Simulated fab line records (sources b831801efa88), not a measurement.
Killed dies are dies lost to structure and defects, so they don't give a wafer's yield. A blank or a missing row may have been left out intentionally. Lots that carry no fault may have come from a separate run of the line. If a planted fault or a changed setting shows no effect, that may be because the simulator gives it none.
fab line records	flow sky130
[record] lots = 13	wafers = 39	lastDay = 50
route steps=708 shown CONTACT@406 CAP2M@605 METAL5@677 PAD_OPEN@707
lots with no fault: from the same line, run without faults
startH: hours from the record's first day to the start of the lot's first wafer shown	waitH: hours elapsed since this lot's preceding step	" the same as in the row above	L1.1+2: several wafers, shown together as one row	- no value, or no start was given	* or withheld: withheld	< > ~ a bound
route shown NAME@n: NAME is a module with steps in the file, n the number in the route of the first one	usual: mean and standard deviation over wafers with no fault	same: alike in all rows	chamber/n: place in a boat	sites: per-site readings	_std_site: the values' standard deviation	_edge_site: mean of outer sites minus mean of inner sites	radiusMm: how far each site lies from the wafer's centre	mask NAME#n: copy n	behind: the most recent tool/chamber to have shaped the wafer	hold: what put the lot on hold/how long, in hours/how the hold closed	device: whichever transistor did not switch (one of n, p or np)	end of line: tests of these same wafers at the route's end	where a step has no rows: the recipe by itself	killed: dies that structure and defects cost at the first sort, which is not the same as the wafer's yield	map: the dies of a wafer, with x for killed, . for not killed, _ for no die there
set.NAME: the setting that was run; set.NAME@STEP: the one run at that earlier step	model.NAME: the simulator's own value behind a step, which no gauge read
steps of the route over a sample of lots; a table a step, a row a wafer
services: from which hour (startH, from the record's first day; less than 0 if before it) a tool's chamber was out of use, for how many hours, and why
[[steps]]
[step SKY_CONTACT_CVD_00]
[recipe] material = Si3N4	targetThkNm = 75	tempC = 400	timeS = withheld	rfW = 450
[usual] heaterPowerW = 747/95
lot.wafer	tool	chamber	startH	waitH	heaterPowerW
L108.1	pecvd-03	2	703.99	0.0	673
L108.2	"	0	"	"	903
L108.6	"	2	"	"	700
L109.2	pecvd-03	0	717.29	0.0	869
L109.3	"	1	"	"	648
L109.4	"	2	"	"	693
L110.4	pecvd-01	2	726.31	0.0	740
L110.5	"	1	"	"	743
L110.6	"	0	"	"	724
L111.3	pecvd-01	0	734.95	0.0	790
L111.4	"	2	"	"	837
L111.5	"	1	"	"	720
L112.3	pecvd-01	1	743.32	0.0	772
L112.5	"	0	"	"	774
L112.6	"	1	"	"	773
L113.1	pecvd-03	2	754.22	0.0	588
L113.4	"	1	"	"	608
L113.6	"	0	"	"	842
L114.1	pecvd-01	2	764.74	0.0	792
L114.3	"	2	"	"	776
L114.5	"	0	"	"	715
L115.1	pecvd-03	1	770.89	0.0	634
L115.2	"	0	"	"	742
L115.3	"	2	"	"	687
L117.1	pecvd-01	2	779.13	0.0	797
L117.4	"	0	"	"	750
L117.6	"	2	"	"	818
L118.1	pecvd-01	1	794.17	0.0	634
L118.3	"	0	"	"	714
L118.4	"	1	"	"	638
L119.2	pecvd-04	1	801.21	0.0	661
L119.3	"	0	"	"	901
L119.4	"	1	"	"	690
L121.2	pecvd-03	2	812.10	0.0	645
L121.3	"	0	"	"	760
L121.5	"	1	"	"	701
L130.1	pecvd-01	1	883.16	0.0	779
L130.3	"	2	"	"	804
L130.5	"	0	"	"	701
[step SKY_CAP2M_SPUTTER_02]
[recipe] material = TiN	targetThkNm = 200	tempC = 300	powerW = 6500	timeS = 166.7	chamberPressurePa = 0.4
[usual] cathodeDcPowerW = 6500.1/1.2	throttleValvePct = 29.9/1.4
lot.wafer	tool	chamber	startH	waitH	cathodeDcPowerW	throttleValvePct
L108.1	pvdSputter-04	-	926.68	0.1	6500.2	29.3
L108.2	"	-	"	"	6499.4	30.0
L108.6	"	-	"	"	6500.0	27.6
L109.2	pvdSputter-03	-	940.81	0.0	6500.1	32.1
L109.3	"	-	"	"	6497.3	29.7
L109.4	"	-	"	"	6500.7	29.5
L110.4	pvdSputter-02	-	948.13	0.0	6498.7	27.4
L110.5	"	-	"	"	6498.9	29.7
L110.6	"	-	"	"	6498.5	29.2
L111.3	pvdSputter-03	-	952.99	0.0	6499.0	29.9
L111.4	"	-	"	"	6502.7	31.2
L111.5	"	-	"	"	6499.8	31.2
L112.3	pvdSputter-03	-	962.38	0.0	6501.8	29.7
L112.5	"	-	"	"	6499.9	32.2
L112.6	"	-	"	"	6501.7	31.4
L113.1	pvdSputter-04	-	970.89	0.1	6499.9	30.2
L113.4	"	-	"	"	6501.8	29.2
L113.6	"	-	"	"	6500.6	30.1
L114.1	pvdSputter-03	-	979.12	0.1	6500.7	31.5
L114.3	"	-	"	"	6499.5	29.8
L114.5	"	-	"	"	6499.6	32.4
L115.1	pvdSputter-02	-	985.92	0.1	6499.6	29.4
L115.2	"	-	"	"	6501.1	30.9
L115.3	"	-	"	"	6500.2	27.3
L117.1	pvdSputter-03	-	993.78	0.1	6500.5	29.7
L117.4	"	-	"	"	6498.3	29.3
L117.6	"	-	"	"	6500.8	32.4
L118.1	pvdSputter-03	-	1006.33	0.1	6499.4	29.7
L118.3	"	-	"	"	6499.1	32.3
L118.4	"	-	"	"	6500.6	29.5
L119.2	pvdSputter-02	-	1014.33	0.0	6500.2	27.3
L119.3	"	-	"	"	6501.6	30.0
L119.4	"	-	"	"	6500.9	31.4
L121.2	pvdSputter-03	-	1022.45	0.0	6499.1	30.0
L121.3	"	-	"	"	6501.5	29.4
L121.5	"	-	"	"	6499.3	30.0
L130.1	pvdSputter-02	-	1084.70	0.1	6499.9	29.4
L130.3	"	-	"	"	6498.1	30.8
L130.5	"	-	"	"	6499.1	29.3
[step SKY_METAL5_STRIP_16]
[recipe] chemistry = O2/N2	powerW = 1400	pressureMtorr = 1500	platenTempC = withheld	o2FlowSccm = 3000	n2FlowSccm = 300	overashFraction = 0.5
[usual] drypumpMotorCurrentA = 6.1/0.7	oesProductAu = 0.710/0.0042	stripTimeToEndpointS = 13.11/0.13
lot.wafer	tool	chamber	startH	waitH	drypumpMotorCurrentA	oesProductAu	rfHoursCounterH	stripTimeToEndpointS
L108.1	plasmaAsher-03	1	1026.65	0.2	6.7	0.716	31	12.76
L108.2	"	0	"	"	6.5	0.700	31	13.12
L108.6	"	0	"	"	6.5	0.709	-	13.19
L109.2	plasmaAsher-01	0	1037.81	0.2	5.9	0.706	68	13.10
L109.3	"	0	"	"	5.9	0.707	-	13.19
L109.4	"	1	"	"	6.6	0.715	-	13.08
L110.4	plasmaAsher-01	1	1045.69	0.1	6.7	0.705	-	13.06
L110.5	"	0	"	"	5.9	0.717	-	13.00
L110.6	"	1	"	"	6.7	0.708	-	13.23
L111.3	plasmaAsher-04	0	1050.81	0.1	6.3	0.713	-	13.06
L111.4	"	1	"	"	4.7	0.711	-	13.06
L111.5	"	1	"	"	4.8	0.707	-	13.15
L112.3	plasmaAsher-03	1	1058.76	0.1	6.7	0.709	-	12.96
L112.5	"	0	"	"	6.5	0.702	-	13.13
L112.6	"	1	"	"	6.7	0.708	-	12.93
L113.1	plasmaAsher-01	0	1066.53	0.4	5.9	0.709	71	13.11
L113.4	"	0	"	"	5.9	0.709	-	13.10
L113.6	"	1	"	"	6.6	0.715	-	12.96
L114.1	plasmaAsher-01	0	1073.96	0.2	5.9	0.708	71	13.13
L114.3	"	0	"	"	5.9	0.717	-	13.20
L114.5	"	1	"	"	6.6	0.712	-	13.21
L115.1	plasmaAsher-03	1	1079.43	0.2	6.7	0.711	37	13.12
L115.2	"	0	"	"	6.5	0.708	37	13.16
L115.3	"	0	"	"	6.5	0.714	-	13.14
L117.1	plasmaAsher-03	0	1086.98	0.2	6.5	0.703	37	13.08
L117.4	"	1	"	"	6.7	0.703	-	13.06
L117.6	"	1	"	"	6.7	0.704	-	13.23
L118.1	plasmaAsher-04	0	1097.68	0.2	6.3	0.709	87	13.32
L118.3	"	0	"	"	6.4	0.708	-	13.06
L118.4	"	1	"	"	4.7	0.715	-	13.43
L119.2	plasmaAsher-01	0	1104.25	0.2	5.9	0.714	75	13.16
L119.3	"	1	"	"	6.7	0.716	-	13.21
L119.4	"	0	"	"	5.9	0.709	-	13.06
L121.2	plasmaAsher-04	1	1110.96	0.2	4.8	0.709	88	12.84
L121.3	"	0	"	"	6.3	0.715	-	12.81
L121.5	"	0	"	"	6.3	0.711	-	12.82
L130.1	plasmaAsher-04	1	1166.51	0.2	4.8	0.718	94	13.15
L130.3	"	0	"	"	6.3	0.710	-	13.18
L130.5	"	0	"	"	6.3	0.713	-	13.14
[step SKY_PAD_OPEN_BOW_MEAS_13]
[recipe] mode = bow
[usual] PAD_OPEN_BOW = 48/10
lot.wafer	tool	chamber	startH	waitH	PAD_OPEN_BOW[um]
L108.1	filmMetro-01	-	1074.23	-	50
L108.2	"	-	"	"	40
L108.6	"	-	"	"	48
L109.2	filmMetro-02	-	1084.04	-	30
L109.3	"	-	"	"	30
L109.4	"	-	"	"	32
L110.4	filmMetro-02	-	1090.76	-	67
L110.5	"	-	"	"	54
L110.6	"	-	"	"	54
L111.3	filmMetro-04	-	1096.27	-	33
L111.4	"	-	"	"	41
L111.5	"	-	"	"	41
L112.3	filmMetro-01	-	1103.22	-	50
L112.5	"	-	"	"	60
L112.6	"	-	"	"	50
L113.1	filmMetro-04	-	1110.44	-	46
L113.4	"	-	"	"	44
L113.6	"	-	"	"	50
L114.1	filmMetro-02	-	1119.27	-	46
L114.3	"	-	"	"	46
L114.5	"	-	"	"	39
L115.1	filmMetro-04	-	1122.78	-	67
L115.2	"	-	"	"	45
L115.3	"	-	"	"	48
L117.1	filmMetro-02	-	1129.57	-	54
L117.4	"	-	"	"	58
L117.6	"	-	"	"	51
L118.1	filmMetro-01	-	1139.89	-	46
L118.3	"	-	"	"	55
L118.4	"	-	"	"	45
L119.2	filmMetro-02	-	1145.44	-	45
L119.3	"	-	"	"	41
L119.4	"	-	"	"	49
L121.2	filmMetro-04	-	1151.16	-	47
L121.3	"	-	"	"	37
L121.5	"	-	"	"	42
L130.1	filmMetro-01	-	1201.48	-	53
L130.3	"	-	"	"	58
L130.5	"	-	"	"	65
[step SKY_PAD_OPEN_PROBE_99]
[usual] killed_at_M0_to_M3 = 42/7	killed_at_M4_up = 2.8/1.8	killedAtContacts = 24/5.8	killedAtFrontEnd = 15/4.8	killedAtOther = 0.3/0.56	killedDies = 84/11	killedOpen = 46/7.8	killedShort = 38/6.3
[same] grossDies = 492	killedAtBackSide = 0
lot.wafer	tool	chamber	startH	waitH	killed_at_M0_to_M3	killed_at_M4_up	killedAtContacts	killedAtFrontEnd	killedAtOther	killedDies	killedOpen	killedShort
L130.1	prober-01	-	1201.60	0.1	36	4	26	22	0	88	44	44
L130.3	prober-01	-	1201.70	0.2	52	1	51	13	1	118	48	37
L130.5	prober-01	-	1201.80	0.2	46	4	19	16	2	87	49	36
// killed by level:class
L130.1 CONTACT:geometricParticle:open=9 METAL1:geometricParticle:short=9 LI_CONTACT:geometricParticle:open=7 FIELD_ISO:geometricParticle:short=6 VIA2:geometricParticle:open=6 LOCAL_INTERCONNECT:geometricParticle:short=5 VIA1:geometricParticle:short=5 FIELD_ISO:geometricParticle:open=4
L130.3 CONTACT:unspecified=33 VIA1:geometricParticle:open=11 VIA3:geometricParticle:open=9 METAL1:geometricParticle:short=7 CONTACT:geometricParticle:open=6 CONTACT:geometricParticle:short=6 VIA2:geometricParticle:open=6 METAL2:geometricParticle:short=5
L130.5 METAL1:geometricParticle:short=11 VIA1:geometricParticle:open=11 CONTACT:geometricParticle:open=9 LI_CONTACT:geometricParticle:open=6 VIA3:geometricParticle:open=6 POLY_GATE:geometricParticle:short=5 FIELD_ISO:geometricParticle:short=4 FIELD_ISO:geometricParticle:open=4
[[services]]
tool	chamber	startH	hours	kind
pvdSputter-02	-	686.14	1.3	repair
pvdSputter-03	-	709.37	7.0	repair
pecvd-01	-	714.47	6.0	pm
plasmaAsher-01	-	721.63	1.6	repair
plasmaAsher-03	-	733.75	9.0	pm
pvdSputter-02	-	750.97	4.7	repair
pecvd-01	-	753.96	0.4	repair
pecvd-01	-	759.04	0.3	repair
pvdSputter-02	-	761.26	8.3	repair
pecvd-01	1	762.90	9.0	repair
pvdSputter-03	-	783.16	1.0	repair
pvdSputter-03	-	802.28	6.8	repair
plasmaAsher-03	-	806.11	4.6	repair
plasmaAsher-04	-	822.80	3.4	repair
plasmaAsher-01	-	860.48	1.4	repair
plasmaAsher-01	-	875.32	1.2	repair
pecvd-01	-	880.56	0.5	repair
pecvd-03	1	923.96	19.4	repair
pecvd-01	-	974.17	16.3	repair
pecvd-01	2	1023.14	4.7	repair
pecvd-01	-	1075.55	2.8	pm
plasmaAsher-01	-	1150.22	2.8	pm
pecvd-01	2	1151.27	16.2	repair
pecvd-01	-	1154.21	1.1	repair
[[key]]
[firstSign] step = SKY_PAD_OPEN_PROBE_99	reading = killedAtContacts	direction = up	sigmas = 4.6	usual = 24	struck = 51
[effect] step = SKY_PAD_OPEN_PROBE_99	reading = killedDies	direction = up	sigmas = 3.1	usual = 84	struck = 118
metAt SKY_CONTACT_CVD_00
struckLots L130
struckWafers L130.3
testerLeftOut L130
notActingAt SKY_CAP2M_SPUTTER_02,SKY_METAL5_STRIP_16,SKY_PAD_OPEN_BOW_MEAS_13
onsetBetween 779.13 883.16
[fault] kind = chamberParticleSource	tool = pecvd-01	chamber = 2	onsetH = 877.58	steps = SKY_CONTACT_CVD_00	ratePerVisitCm2 = 0.48646	endH = 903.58
// testerLeftOut: of these lots the tester's yield and bins aren't shown, on N5 and GAA mostly nor the transistor test; their killed dies are dies lost to structure and defects alone, not to doping, threshold or leakage, so they don't give the yield
